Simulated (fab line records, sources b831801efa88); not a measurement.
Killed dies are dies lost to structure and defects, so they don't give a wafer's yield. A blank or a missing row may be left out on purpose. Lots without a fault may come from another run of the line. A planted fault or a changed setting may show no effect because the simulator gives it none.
Chamber matching | flow gf180mcu | GF_STI_ETCH_14 on rie_si-01: 4 sister chambers
The step etches Si in HBr/Cl2/O2, target depth 360 nm, time 102.9 s. 4 wafers are shown with their chamber, then 8 later ones without.

WAFERS WITH THEIR CHAMBER
wafer  | chamber | run_length_s (s)
L690.3 | 3       | 130.9
L691.1 | 2       | 132.0
L697.2 | 0       | 131.2
L702.3 | 1       | 130.7

WAFERS WITHOUT THEIR CHAMBER
wafer  | run_length_s (s)
L702.5 | 131.0
L702.6 | 130.6
L703.1 | 131.7
L703.3 | 131.4
L703.4 | 131.2
L705.1 | 131.3
L705.3 | 130.6
L705.6 | 131.9

WHICH CHAMBER EACH WENT THROUGH
wafer  | from the rows above          | in truth
L702.5 | can't be placed: 3 or 0 or 1 | 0
L702.6 | can't be placed: 1 or 3      | 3
L703.1 | can't be placed: 2 or 0      | 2
L703.3 | can't be placed: 0 or 3      | 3
L703.4 | can't be placed: 0 or 3      | 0
L705.1 | can't be placed: 0 or 3      | 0
L705.3 | can't be placed: 1 or 3      | 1
L705.6 | 2                            | 2
Placed correctly: 1 of 8. Can't be placed from these rows: 7 (the true chamber is among the candidates in 7). Placed wrongly: 0.
How it was worked out, from the rows above alone: a wafer's distance from a chamber is the root of the sum, over the readings, of the square of ((its reading less the chamber's mean) divided by the reading's scatter). The wafer belongs to the nearest chamber; if the next one is less than 2 further off, it can't be placed. A chamber's mean is the mean of its shown wafers. The scatter: with one shown wafer a chamber, the root of the mean of the squares of how far each hidden wafer lies from its nearest shown one.
